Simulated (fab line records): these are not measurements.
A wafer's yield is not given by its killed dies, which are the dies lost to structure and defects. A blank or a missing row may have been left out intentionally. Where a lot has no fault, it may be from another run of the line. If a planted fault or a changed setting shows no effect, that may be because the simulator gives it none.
Chamber matching / flow sky130 / rie-diel-03 running SKY_FIELD_ISO_ETCH_14: 4 sister chambers
The step etches BARC in N2/H2, stops on SiO2, time 45.9 s, target depth 60 nm. 18 wafers are shown with their chamber, then 9 later ones without.

== WAFERS WITH THEIR CHAMBER ==
wafer=L075.1; chamber=1; drypump-motor-current-A (A)=6.4; throttle-valve-pct (%)=13.220; oes-product-au (a.u.)=0.857
wafer=L075.4; chamber=0; drypump-motor-current-A (A)=5.3; throttle-valve-pct (%)=13.225; oes-product-au (a.u.)=0.853
wafer=L075.5; chamber=3; drypump-motor-current-A (A)=6.3; throttle-valve-pct (%)=13.232; oes-product-au (a.u.)=0.862
wafer=L077.1; chamber=2; drypump-motor-current-A (A)=4.9; throttle-valve-pct (%)=13.219; oes-product-au (a.u.)=0.858
wafer=L077.2; chamber=3; drypump-motor-current-A (A)=6.3; throttle-valve-pct (%)=13.243; oes-product-au (a.u.)=0.854
wafer=L077.3; chamber=1; drypump-motor-current-A (A)=6.5; throttle-valve-pct (%)=13.226; oes-product-au (a.u.)=0.850
wafer=L077.4; chamber=0; drypump-motor-current-A (A)=5.3; throttle-valve-pct (%)=13.215; oes-product-au (a.u.)=0.849
wafer=L077.5; chamber=1; drypump-motor-current-A (A)=6.5; throttle-valve-pct (%)=13.223; oes-product-au (a.u.)=0.862
wafer=L077.6; chamber=2; drypump-motor-current-A (A)=4.9; throttle-valve-pct (%)=13.226; oes-product-au (a.u.)=0.853
wafer=L078.2; chamber=2; drypump-motor-current-A (A)=4.9; throttle-valve-pct (%)=13.234; oes-product-au (a.u.)=0.858
wafer=L078.4; chamber=1; drypump-motor-current-A (A)=6.4; throttle-valve-pct (%)=13.218; oes-product-au (a.u.)=0.844
wafer=L078.6; chamber=1; drypump-motor-current-A (A)=6.4; throttle-valve-pct (%)=13.218; oes-product-au (a.u.)=0.856
wafer=L079.1; chamber=1; drypump-motor-current-A (A)=6.5; throttle-valve-pct (%)=13.214; oes-product-au (a.u.)=0.855
wafer=L079.2; chamber=2; drypump-motor-current-A (A)=4.9; throttle-valve-pct (%)=13.222; oes-product-au (a.u.)=0.856
wafer=L079.3; chamber=3; drypump-motor-current-A (A)=6.3; throttle-valve-pct (%)=13.228; oes-product-au (a.u.)=0.855
wafer=L081.2; chamber=0; drypump-motor-current-A (A)=5.3; throttle-valve-pct (%)=13.206; oes-product-au (a.u.)=0.862
wafer=L081.4; chamber=2; drypump-motor-current-A (A)=5.0; throttle-valve-pct (%)=13.215; oes-product-au (a.u.)=0.851
wafer=L081.6; chamber=3; drypump-motor-current-A (A)=6.3; throttle-valve-pct (%)=13.208; oes-product-au (a.u.)=0.855

SIGNATURES (means of the wafers above)
reading=drypump-motor-current-A; chamber 0=5.300; chamber 1=6.450; chamber 2=4.920; chamber 3=6.300; scatter within a chamber=0.0405
reading=throttle-valve-pct; chamber 0=13.21533; chamber 1=13.21983; chamber 2=13.22320; chamber 3=13.22775; scatter within a chamber=0.00895
reading=oes-product-au; chamber 0=0.85467; chamber 1=0.85400; chamber 2=0.85520; chamber 3=0.85650; scatter within a chamber=0.00509
Rule: for a wafer and a chamber, the distance is found by dividing, reading by reading, the gap between the wafer's reading and the chamber's mean by the reading's scatter, squaring, summing and taking the root. If the next closest chamber is less than 2 further off than the closest, the wafer can't be placed; otherwise it belongs to the closest. The scatter: the root of (the sum of the squares of (reading less its chamber's mean) over the shown wafers, divided by (wafers less chambers)).

== WAFERS WITHOUT THEIR CHAMBER ==
wafer=L082.1; drypump-motor-current-A (A)=6.3; throttle-valve-pct (%)=13.231; oes-product-au (a.u.)=0.864
wafer=L082.4; drypump-motor-current-A (A)=4.9; throttle-valve-pct (%)=13.227; oes-product-au (a.u.)=0.856
wafer=L082.5; drypump-motor-current-A (A)=6.3; throttle-valve-pct (%)=13.224; oes-product-au (a.u.)=0.857
wafer=L084.1; drypump-motor-current-A (A)=4.9; throttle-valve-pct (%)=13.228; oes-product-au (a.u.)=0.851
wafer=L084.3; drypump-motor-current-A (A)=6.5; throttle-valve-pct (%)=13.236; oes-product-au (a.u.)=0.852
wafer=L084.5; drypump-motor-current-A (A)=5.3; throttle-valve-pct (%)=13.227; oes-product-au (a.u.)=0.851
wafer=L086.2; drypump-motor-current-A (A)=4.9; throttle-valve-pct (%)=13.224; oes-product-au (a.u.)=0.853
wafer=L086.4; drypump-motor-current-A (A)=6.3; throttle-valve-pct (%)=13.227; oes-product-au (a.u.)=0.855
wafer=L086.6; drypump-motor-current-A (A)=6.5; throttle-valve-pct (%)=13.231; oes-product-au (a.u.)=0.854

== EACH ONE'S CHAMBER ==
wafer=L082.1; from the rows above=3; in truth=3
wafer=L082.4; from the rows above=2; in truth=2
wafer=L082.5; from the rows above=3; in truth=3
wafer=L084.1; from the rows above=2; in truth=2
wafer=L084.3; from the rows above=1; in truth=1
wafer=L084.5; from the rows above=0; in truth=0
wafer=L086.2; from the rows above=2; in truth=2
wafer=L086.4; from the rows above=3; in truth=3
wafer=L086.6; from the rows above=1; in truth=1
9 of 9 placed correctly. From these rows, 0 cannot be placed. Number placed wrongly: 0.
